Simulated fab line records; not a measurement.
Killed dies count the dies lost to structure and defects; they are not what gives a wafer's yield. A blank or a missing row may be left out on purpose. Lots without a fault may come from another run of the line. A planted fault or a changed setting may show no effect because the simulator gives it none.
Which tool did it? :: flow sky130 :: route of 708 steps, sampled at 1 step: 6 lots, 18 wafers

== WHAT EACH GAUGE READ, for each wafer ==
SKY_METAL1_CD_MEAS_15: target cd 140 nm.
lot: L255
measured: day 33 04:47
on: cd sem-01
cd nm (nm): 137.3 138.5 138.5

lot: L259
measured: day 34 17:32
on: cd sem-02
cd nm (nm): 141.2 140.0 140.2

lot: L262
measured: day 35 16:17
on: cd sem-02
cd nm (nm): 143.5 143.1 143.2

lot: L271
measured: day 38 11:35
on: cd sem-02
cd nm (nm): 138.5 138.5 136.2

lot: L274
measured: day 39 15:32
on: cd sem-01
cd nm (nm): 140.5 139.0 140.6

lot: L273
measured: day 39 19:13
on: cd sem-02
cd nm (nm): 137.3 137.3 138.2

== EACH LOT AND THE TOOL THAT RAN IT (in order: tool; ch and the chambers of the sampled wafers; start) ==
Record: no process step prior to these readings.

== THE ANSWER, worked out from the rows above alone ==
Rule: what is usual is taken from the lots themselves. Put in order of their means at a reading, lots are off if they are a third of the lots or fewer, leave a main group of 4 or more, and stand apart from it by a gap of 3 or more times the standard deviation of the main group's means; of several such gaps the widest counts. A main group is skipped when, at the precision printed for the reading in the tables above, its means are all equal. Also off: a lot with no number at a reading for which 4 or more lots have one. Any other lot the step has rows for is counted as sound.
None of the lots is off at any reading shown; this tells nothing.

== WHAT WAS PUT IN BY THE SIMULATOR ==
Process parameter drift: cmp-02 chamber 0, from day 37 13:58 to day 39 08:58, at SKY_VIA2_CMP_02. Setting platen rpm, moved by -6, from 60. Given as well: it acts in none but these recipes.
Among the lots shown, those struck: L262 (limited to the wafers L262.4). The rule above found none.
